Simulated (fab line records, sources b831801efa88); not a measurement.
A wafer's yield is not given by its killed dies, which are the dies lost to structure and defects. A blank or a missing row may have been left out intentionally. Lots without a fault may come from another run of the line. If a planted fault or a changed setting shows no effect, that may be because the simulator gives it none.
The tool behind it: which one? ; flow gf180mcu ; 33 wafers from 11 lots sampled at 7 of the route's 602 steps

WHAT THE GAUGES READ, wafer by wafer
GF_V3_RS_MEAS_24: uses a four-point probe to measure.
lot;measured;on;V3_W_RS (ohm/sq)
L612;day 22 16:26;film-metro-02;0.328 0.330 0.331
L613;day 23 01:38;film-metro-02;0.323 0.327 0.328
L614;day 23 14:43;film-metro-01;0.329 0.328 0.330
L615;day 23 17:57;film-metro-01;0.323 0.326 0.320
L617;day 24 03:35;film-metro-02;0.328 0.332 0.328
L620;day 25 08:49;film-metro-03;0.327 0.328 0.333
L623;day 26 03:19;film-metro-03;0.325 0.319 0.329
L626;day 27 06:16;film-metro-02;0.327 0.334 0.332
L632;day 28 19:49;film-metro-01;0.187 0.188 0.188
L633;day 29 06:19;film-metro-01;0.330 0.324 0.327
L635;day 29 18:31;film-metro-03;0.182 0.181 0.185

GF_V3_THK_MEAS_25: measures by xrf.
lot;measured;on;V3_W_THK (nm)
L612;day 22 16:33;film-metro-02;343 340 338
L613;day 23 01:45;film-metro-02;345 340 338
L614;day 23 14:50;film-metro-01;340 343 341
L615;day 23 18:04;film-metro-01;347 342 349
L617;day 24 03:41;film-metro-02;345 339 341
L620;day 25 08:56;film-metro-03;336 334 331
L623;day 26 03:26;film-metro-03;337 340 331
L626;day 27 06:23;film-metro-02;344 334 338
L632;day 28 19:56;film-metro-01;- - -
L633;day 29 06:26;film-metro-01;337 343 340
L635;day 29 18:37;film-metro-03;565 566 560

GF_M4_CD_MEAS_14: the cd target is 280 nm.
lot;measured;on;cd-nm (nm)
L612;day 23 15:40;cd-sem-02;280.0 280.0 279.3
L613;day 24 00:15;cd-sem-01;281.1 282.0 282.7
L614;day 24 13:42;cd-sem-02;280.6 281.0 281.1
L615;day 24 16:49;cd-sem-01;279.3 278.6 279.2
L617;day 25 01:32;cd-sem-02;282.5 282.4 282.7
L620;day 26 07:18;cd-sem-02;279.9 280.0 280.6
L623;day 27 01:08;cd-sem-02;281.1 278.9 280.0
L626;day 28 03:01;cd-sem-01;281.2 280.7 280.0
L632;day 29 15:48;cd-sem-02;278.9 280.6 278.9
L633;day 30 01:44;cd-sem-02;279.5 279.5 277.8
L635;day 30 13:14;cd-sem-02;281.5 281.5 280.5

GF_V4_BOW_MEAS_05.
lot;measured;on;V4_BOW (um)
L612;day 23 17:10;film-metro-04;137 144 139
L613;day 24 01:38;film-metro-04;131 130 131
L614;day 24 15:14;film-metro-01;149 143 143
L615;day 24 18:12;film-metro-01;129 142 136
L617;day 25 02:55;film-metro-04;132 131 135
L620;day 26 08:43;film-metro-03;124 117 129
L623;day 27 02:32;film-metro-01;144 140 144
L626;day 28 04:24;film-metro-03;145 131 140
L632;day 29 17:11;film-metro-04;130 122 126
L633;day 30 03:11;film-metro-04;129 114 141
L635;day 30 14:38;film-metro-01;151 142 149

WHAT TOOL EACH LOT RAN ON (gives the tool, then ch and the chambers of the sampled wafers, and finally the start)
lot;GF_M2_SPUTTER_03;GF_V3_CVD_23;GF_V3_CMP_26
L612;pvd-sputter-02, day 18 10:15;cvd-w-02 ch 0,1, day 22 16:18;cmp-01 ch 0,2,3, day 22 16:36
L613;pvd-sputter-02, day 18 20:23;cvd-w-01 ch 0,1, day 23 01:31;cmp-01 ch 0,2,3, day 23 01:52
L614;pvd-sputter-03, day 19 10:17;cvd-w-02 ch 0, day 23 14:36;cmp-01 ch 0,1,3, day 23 14:59
L615;pvd-sputter-03, day 19 14:19;cvd-w-01 ch 0,1, day 23 17:49;cmp-02 ch 0,2,3, day 23 18:10
L617;pvd-sputter-01, day 20 00:49;cvd-w-01 ch 0,1, day 24 03:27;cmp-01 ch 2,3, day 24 03:43
L620;pvd-sputter-01, day 21 09:32;cvd-w-02 ch 0,1, day 25 08:42;cmp-02 ch 0,2,3, day 25 09:08
L623;pvd-sputter-02, day 22 05:01;cvd-w-01 ch 0,1, day 26 03:12;cmp-01 ch 0,1,3, day 26 03:35
L626;pvd-sputter-03, day 23 09:31;cvd-w-02 ch 0,1, day 27 06:08;cmp-02 ch 0,2, day 27 06:29
L632;pvd-sputter-01, day 25 04:56;cvd-w-02 ch 1, day 28 19:42;cmp-02 ch 0,1,3, day 28 20:05
L633;pvd-sputter-03, day 25 14:58;cvd-w-01 ch 0,1, day 29 06:13;cmp-01 ch 0,1,2, day 29 06:30
L635;pvd-sputter-01, day 26 05:08;cvd-w-02 ch 0,1, day 29 18:24;cmp-02 ch 0,1,2, day 29 18:46
- GF_M2_SPUTTER_03: material Ti, target thk 10 nm, time 6.7 s.
- GF_V3_CVD_23: deposits W, target thk 350 nm, time 104.9 s.
- GF_V3_CMP_26: polishes, stops on SiO2, t overpolish 15 s, target thk 0 nm.

WHAT THE TOOLS THEMSELVES READ (means of the sampled wafers that have a number; where no wafer has one, the mark that the record gives instead)
GF_M2_SPUTTER_03.
lot;tool;cathode-dc-power-W (W);chamber-pressure-pa (Pa);throttle-valve-pct (%)
L612;pvd-sputter-02;3000.1;0.3005;29.7
L613;pvd-sputter-02;2999.7;0.3003;29.0
L614;pvd-sputter-03;2999.8;0.3000;30.9
L615;pvd-sputter-03;2999.8;0.2998;30.3
L617;pvd-sputter-01;3000.0;0.3004;29.5
L620;pvd-sputter-01;2999.9;0.3005;30.0
L623;pvd-sputter-02;2999.5;0.3000;29.1
L626;pvd-sputter-03;3000.1;0.2999;30.7
L632;pvd-sputter-01;3000.4;0.2997;30.1
L633;pvd-sputter-03;2999.8;0.3001;30.5
L635;pvd-sputter-01;3000.9;0.3001;29.5

GF_V3_CVD_23.
lot;tool;heater-power-w (W)
L612;cvd-w-02;875
L613;cvd-w-01;862
L614;cvd-w-02;827
L615;cvd-w-01;826
L617;cvd-w-01;804
L620;cvd-w-02;900
L623;cvd-w-01;876
L626;cvd-w-02;865
L632;cvd-w-02;942
L633;cvd-w-01;857
L635;cvd-w-02;876

GF_V3_CMP_26.
lot;tool;motor-current-A (A);time-to-endpoint-s (s)
L612;cmp-01;12.1;79
L613;cmp-01;11.9;82
L614;cmp-01;12.1;77
L615;cmp-02;10.6;83
L617;cmp-01;13.2;84
L620;cmp-02;10.4;82
L623;cmp-01;11.8;82
L626;cmp-02;9.5;82
L632;cmp-02;10.9;147
L633;cmp-01;11.6;85
L635;cmp-02;10.2;146

THE ANSWER, worked out from the rows above alone
Rule: what is usual is taken from the lots themselves. Put in order of their means at a reading, lots are off if they are a third of the lots or fewer, leave a main group of 4 or more, and stand apart from it by a gap of 3 or more times the standard deviation of the main group's means; of several such gaps the widest counts. Not used: any main group whose means are identical at the precision the tables above print for the reading. A lot without any number at a reading at which 4 lots or more have one is off too. Any other lot the step has rows for is counted as sound. After the gauges, taken in route order, come the tools' own readings; for these a lot's mean is taken, as printed above. The first step at which some lot is off is used, and at that step the reading that is off furthest; a lot without a number counts as furthest.
Off: at GF_V3_RS_MEAS_24 (V3_W_RS), L632, L635. The main group has a mean of 0.328 ohm/sq with a standard deviation of 0.0026.
A tool fits if, at a process step before that reading, it ran every lot that is off, and no sound lot after the first of them. The gauges at GF_V3_RS_MEAS_24 aren't tried: what is off there is off at GF_V3_CMP_26 too, on other tools, and a gauge's error can't cause that. Can't be told from this: 2 tools fit, pvd-sputter-01 at GF_M2_SPUTTER_03, cvd-w-02 at GF_V3_CVD_23.

WHAT THE SIMULATOR PUT IN
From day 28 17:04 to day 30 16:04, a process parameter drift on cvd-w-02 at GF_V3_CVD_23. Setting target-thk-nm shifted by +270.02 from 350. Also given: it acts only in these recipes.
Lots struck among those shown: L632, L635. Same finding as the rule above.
